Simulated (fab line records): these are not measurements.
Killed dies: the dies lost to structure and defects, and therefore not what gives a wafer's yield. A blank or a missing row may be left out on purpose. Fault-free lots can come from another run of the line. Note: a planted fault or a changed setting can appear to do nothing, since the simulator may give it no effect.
A lot that was struck, set against a sound lot | flow sky130 | 15 out of 708 route steps
Sound: wafers L182.3, L182.4, L182.5. Struck: wafers L187.1, L187.2, L187.6. The cause is given at the end.
Order at every step that has rows: each side's tool, ch and its chambers, its first start. Under that, the readings that differ: sound wafers | struck wafers | difference of the means | sigmas: that difference in standard deviations of wafers without a fault.
alike: a reading whose means differ by less than 2 such deviations, as well as words and numbers matching on both sides. not compared: withheld readings; readings where some wafer has no value; bounds like >300 that might hide an equal value; numbers whose values overlap and for which the record gives no deviation.
Wherever a step has rows on one side only, a row that says differs or no value, or a row with sigmas, the two part there. When numbers do not overlap yet have no deviation, they are printed without sigmas and do not part them. A reading that every wafer of one side lacks parts them only if that side has two wafers or more.

first, 5 steps without rows for these wafers: SKY_LI_CONTACT_COAT_07 (resist thk 450 nm); SKY_LI_CONTACT_SOFTBAKE_08 (time 90 s); SKY_LI_CONTACT_EXPOSE_09 (exposes mask LICM1, target cd 170 nm); SKY_LI_CONTACT_PEB_10; SKY_LI_CONTACT_DEVELOP_11 (develop time 60 s).
SKY_LI_CONTACT_CD_MEAS_12: target cd 170 nm.
  sound on cd-sem-01 at day 30 21:50; struck on cd-sem-02 at day 32 07:14
  alike: cd-nm
SKY_LI_CONTACT_OVL_MEAS_13:
  sound on overlay-02 at day 30 21:55; struck on overlay-02 at day 32 07:22
  alike: LI_CONTACT_OVL
SKY_LI_CONTACT_ETCH_14: etches BARC in N2/H2, stops on SiO2, time 45.9 s, target depth 60 nm.
  sound on rie-diel-03 ch 0,1,3, day 30 21:57; struck on rie-diel-04 ch 0,3, day 32 07:24
  alike: drypump-motor-current-A, oes-product-au, throttle-valve-pct
  not compared: rf-hours-counter-h
SKY_LI_CONTACT_ETCH_15: etches PSG in C4F8/O2/Ar, stops on Si, target depth 600 nm.
  sound on rie-diel-03 ch 0,1,3, day 30 21:59; struck on rie-diel-04 ch 0,3, day 32 07:26
  alike: oes-product-au
SKY_LI_CONTACT_STRIP_16: strips in O2/N2.
  sound on plasma-asher-04 ch 0,1, day 30 22:07; struck on plasma-asher-04 ch 0,1, day 32 07:32
  alike: drypump-motor-current-A, oes-product-au, strip-time-to-endpoint-s
  not compared: rf-hours-counter-h
then, 2 steps without rows for these wafers: SKY_LI_CONTACT_CLEAN_17 (cleans in NMP, time 600 s); SKY_LI_CONTACT_PRE_CLEAN_18 (time 5.6 s).
SKY_LI_CONTACT_SPUTTER_19: material Ti, target thk 20 nm, time 106.37 s.
  sound on pvd-sputter-03 at day 30 22:22; struck on pvd-sputter-03 at day 32 07:49
  no value came back on the struck wafers for cathode-dc-power-W (W), chamber-pressure-pa (Pa), throttle-valve-pct (%); on the sound wafers cathode-dc-power-W (W) reads 2500.2 2499.6 2499.7
SKY_LI_CONTACT_SPUTTER_20: material TiN, target thk 20 nm, time 80 s.
  sound on pvd-sputter-03 at day 30 22:27; struck on pvd-sputter-03 at day 32 07:54
  alike: cathode-dc-power-W, chamber-pressure-pa, throttle-valve-pct
-- record jumps: 16 days separate the struck wafers' starts on either side; left off in module LI_CONTACT, taken up again in module PAD_OPEN, whose first shown step is the route's number 708 --
SKY_PAD_OPEN_PROBE_99:
  sound on prober-02 at day 46 22:05; struck on prober-01 at day 47 23:07
  reading            | sound    | struck      | difference | sigmas
  killed-at-contacts | 19 19 30 | 449 423 432 | +412       | +74
  killed-dies        | 77 71 82 | 492 492 492 | +415       | +46
  killed-on-rim      | 17 9 15  | 96 96 96    | +82        | +22
  alike: killed_at_M0_to_M3, killed_at_M4_up, killed-at-front-end, killed-at-other, killed-open, killed-short

== WHERE THEY PART ==
Last at SKY_PAD_OPEN_PROBE_99 as far as this record goes, first at SKY_LI_CONTACT_SPUTTER_19.

WHY: what the simulator had put in
Step skipped in full: pvd-sputter-03, at SKY_LI_CONTACT_SPUTTER_19, from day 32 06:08 onward. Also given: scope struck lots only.
